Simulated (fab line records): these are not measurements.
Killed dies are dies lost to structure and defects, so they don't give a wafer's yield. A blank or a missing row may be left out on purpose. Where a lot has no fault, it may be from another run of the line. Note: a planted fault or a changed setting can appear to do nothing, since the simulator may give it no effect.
Matching of chambers | flow sky130 | SKY_LI_CONTACT_CMP_02 on cmp-01: 4 sister chambers
The step polishes PSG. 8 wafers are shown with their chamber, then 10 later ones without.

== EACH WAFER AND ITS CHAMBER ==
wafer  | chamber | motor_current_A (A) | time_to_endpoint_s (s)
L620.4 | 1       | 13.4                | 27
L622.4 | 1       | 12.4                | 29
L622.6 | 3       | 13.0                | 36
L623.2 | 2       | 11.3                | 38
L623.4 | 3       | 13.5                | 37
L623.5 | 0       | 11.2                | 39
L625.1 | 0       | 11.4                | 35
L625.5 | 2       | 10.3                | 35

== WAFERS WITH NO CHAMBER GIVEN ==
wafer  | motor_current_A (A) | time_to_endpoint_s (s)
L625.6 | 13.3                | 35
L638.2 | 13.3                | 32
L638.3 | 11.3                | 36
L638.5 | 11.6                | 34
L639.1 | 11.1                | 40
L639.2 | 11.5                | 37
L639.4 | 12.6                | 32
L640.1 | 11.7                | 39
L640.4 | 13.5                | 36
L640.5 | 11.5                | 39

== THE CHAMBER EACH PASSED THROUGH ==
wafer  | from the rows above               | in truth
L625.6 | 3                                 | 3
L638.2 | can't be placed: 1 or 3           | 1
L638.3 | can't be placed: 0 or 2           | 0
L638.5 | can't be placed: 0 or 2 or 3      | 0
L639.1 | can't be placed: 0 or 2           | 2
L639.2 | can't be placed: 0 or 2           | 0
L639.4 | can't be placed: 1 or 3 or 0 or 2 | 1
L640.1 | can't be placed: 0 or 2 or 3      | 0
L640.4 | 3                                 | 3
L640.5 | can't be placed: 0 or 2           | 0
2 of 10 placed correctly. Can't be placed from these rows: 8 (the true chamber is among the candidates in 8). Placed wrongly: 0.
How it was worked out, from the rows above alone: a wafer's distance from a chamber is the root of the sum, over the readings, of the square of ((its reading less the chamber's mean) divided by the reading's scatter). The wafer belongs to the nearest chamber; if the next one is less than 2 further off, it can't be placed. For every chamber, the mean is computed from those of its wafers that are shown. The scatter: take each reading less its chamber's mean, square it, sum over the shown wafers, divide by the number of wafers less the number of chambers, and take the root.
